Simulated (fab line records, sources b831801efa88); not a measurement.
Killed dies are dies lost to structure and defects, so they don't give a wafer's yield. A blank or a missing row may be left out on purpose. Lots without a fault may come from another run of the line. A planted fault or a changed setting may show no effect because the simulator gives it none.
A struck lot beside a sound one | flow gf180mcu | 15 steps out of a route of 602
Sound: wafers L513.2, L513.3, L513.5. Struck: wafers L514.4, L514.5, L514.6. The cause comes at the end.
At each step with rows: each side's tool, then ch and its chambers, then its first start. Under that, the readings that differ: sound wafers | struck wafers | difference of the means | sigmas: that difference in standard deviations of wafers without a fault.
alike: readings whose means differ by less than 2 such deviations, and words and numbers that are the same on both sides. not compared: withheld readings, readings that some wafer has no value for, bounds like >300 that may hide the same value, and numbers for which the record gives no deviation and whose values overlap.
The two part at a step that has a row with sigmas, a row that says differs or no value, or rows on one side only. Numbers that don't overlap but have no deviation are shown without sigmas and don't part them. A reading that every wafer of one side lacks parts them only if that side has two wafers or more.

GF_HV_LDD_TW_MEAS_23:
  sound on film_metro-01, day 14 09:39; struck on film_metro-02, day 14 17:29
  alike: HV_LDD_2_TW
then, 7 steps without rows for these wafers: GF_HV_LDD_DEHYDRATE_24 (time 60 s); GF_HV_LDD_HMDS_25 (prime time 60 s); GF_HV_LDD_COAT_26 (resist thk 1000 nm); GF_HV_LDD_SOFTBAKE_27 (time 60 s); GF_HV_LDD_EXPOSE_28 (exposes mask Nplus HV AREA, target cd 400 nm); GF_HV_LDD_PEB_29; GF_HV_LDD_DEVELOP_30 (develop time 60 s).
GF_HV_LDD_CD_MEAS_31: target cd 400 nm.
  sound on cd_sem-02, day 15 06:26; struck on cd_sem-02, day 15 15:25
  alike: cd_nm
GF_HV_LDD_OVL_MEAS_32:
  sound on overlay-01, day 15 06:32; struck on overlay-01, day 15 15:29
  alike: HV_LDD_02_OVL
then, 2 steps without rows for these wafers: GF_HV_LDD_IMPLANT_33; GF_HV_LDD_IMPLANT_34.
GF_HV_LDD_IMPLANT_35:
  sound on implanter-02 ch 0, day 15 06:54; struck on implanter-03 ch 0, day 15 15:53
  reading                | sound                | struck               | difference | sigmas
  rotation_deg (degrees) | 179.97 179.93 180.04 | 251.83 251.83 251.86 | +71.86     | +99 or more
then, 2 steps without rows for these wafers: GF_HV_LDD_IMPLANT_36; GF_PASSIVATION_PROBE_99.

WHERE THEY PART
Only at GF_HV_LDD_IMPLANT_35, within this record.

WHY: what the simulator had put in
Process parameter drift: implanter-03, from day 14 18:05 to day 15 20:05, at GF_HV_LDD_IMPLANT_35. Setting rotation_deg, moved by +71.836, from 180. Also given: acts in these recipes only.
